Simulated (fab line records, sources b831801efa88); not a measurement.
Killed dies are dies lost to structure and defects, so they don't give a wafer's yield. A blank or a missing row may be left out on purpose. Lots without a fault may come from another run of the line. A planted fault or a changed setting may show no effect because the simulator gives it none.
Chamber matching | flow sky130 | SKY_LI_CONTACT_CMP_24 on cmp-01: 4 sister chambers
The step polishes, stops on PSG, t overpolish 20 s, target thk 0 nm. 4 wafers are shown with their chamber, then 7 later ones without.

WAFERS WITH THEIR CHAMBER
wafer  | chamber | motor_current_A (A)
L259.5 | 2       | 14.0
L260.5 | 3       | 12.4
L263.1 | 0       | 10.0
L263.4 | 1       | 9.9

WAFERS WITHOUT THEIR CHAMBER
wafer  | motor_current_A (A)
L263.6 | 13.2
L265.2 | 13.5
L265.5 | 9.7
L265.6 | 9.7
L267.1 | 12.5
L267.3 | 10.2
L267.4 | 10.0

WHICH CHAMBER EACH WENT THROUGH
wafer  | from the rows above     | in truth
L263.6 | can't be placed: 3 or 2 | 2
L265.2 | can't be placed: 2 or 3 | 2
L265.5 | can't be placed: 1 or 0 | 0
L265.6 | can't be placed: 1 or 0 | 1
L267.1 | 3                       | 3
L267.3 | can't be placed: 0 or 1 | 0
L267.4 | can't be placed: 0 or 1 | 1
Placed correctly: 1 of 7. Can't be placed from these rows: 6 (the true chamber is among the candidates in 6). Placed wrongly: 0.
How it was worked out, from the rows above alone: a wafer's distance from a chamber is the root of the sum, over the readings, of the square of ((its reading less the chamber's mean) divided by the reading's scatter). The wafer belongs to the nearest chamber; if the next one is less than 2 further off, it can't be placed. A chamber's mean is the mean of its shown wafers. The scatter: with one shown wafer a chamber, the root of the mean of the squares of how far each hidden wafer lies from its nearest shown one.
